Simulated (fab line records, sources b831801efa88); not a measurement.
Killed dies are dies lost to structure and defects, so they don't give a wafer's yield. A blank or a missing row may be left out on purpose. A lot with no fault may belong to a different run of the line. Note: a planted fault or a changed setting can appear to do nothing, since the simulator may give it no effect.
Chamber matching    flow sfq_line    SFQ_TRILAYER_L0_CAP_PECVD_011 on pecvd-01: 3 sister chambers
The step deposits SiO2 from SiH4/N2O, time 13.333 s, target thk 60 nm. 14 wafers are shown with their chamber, then 7 later ones without.

## WAFERS PAIRED WITH THEIR CHAMBERS
wafer   chamber  throttle_valve_pct (%)  heater_power_w (W)  chamber_pressure_Torr (Torr)
L395.2  2        25.9                    84                  2.408
L395.4  1        23.0                    112                 2.399
L395.5  0        24.1                    56                  2.402
L396.3  1        23.2                    111                 2.393
L396.4  2        25.9                    83                  2.401
L396.5  0        24.3                    62                  2.396
L398.2  0        24.4                    64                  2.397
L398.5  1        23.0                    104                 2.402
L398.6  2        25.9                    78                  2.396
L402.1  2        26.2                    81                  2.399
L402.2  1        23.3                    118                 2.394
L402.3  0        24.4                    62                  2.398
L414.1  0        24.8                    63                  2.410
L414.2  1        23.1                    103                 2.401

SIGNATURES (averages over the wafers above)
reading                chamber 0  chamber 1  chamber 2  scatter within a chamber
throttle_valve_pct     24.400     23.120     25.975     0.19
heater_power_w         61.40      109.60     81.50      4.4
chamber_pressure_Torr  2.40060    2.39780    2.40100    0.00501
Rule: a wafer's distance from a chamber is the root of the sum, over the readings, of the square of ((its reading less the chamber's mean) divided by the reading's scatter). If the next closest chamber is less than 2 further off than the closest, the wafer can't be placed; otherwise it belongs to the closest. The scatter: take each reading less its chamber's mean, square it, sum over the shown wafers, divide by the number of wafers less the number of chambers, and take the root.

## WAFERS WHOSE CHAMBER IS MISSING
wafer   throttle_valve_pct (%)  heater_power_w (W)  chamber_pressure_Torr (Torr)
L414.3  26.4                    84                  2.400
L416.1  24.3                    68                  2.399
L416.2  26.3                    71                  2.400
L416.3  23.6                    99                  2.398
L417.2  24.6                    67                  2.403
L417.5  25.0                    68                  2.400
L417.6  26.4                    72                  2.403

## WHICH CHAMBER EACH WENT THROUGH
wafer   from the rows above  in truth
L414.3  2                    2
L416.1  0                    0
L416.2  2                    2
L416.3  1                    1
L417.2  0                    0
L417.5  0                    0
L417.6  2                    2
Placed correctly: 7 of 7. Can't be placed from these rows: 0. 0 placed wrongly.
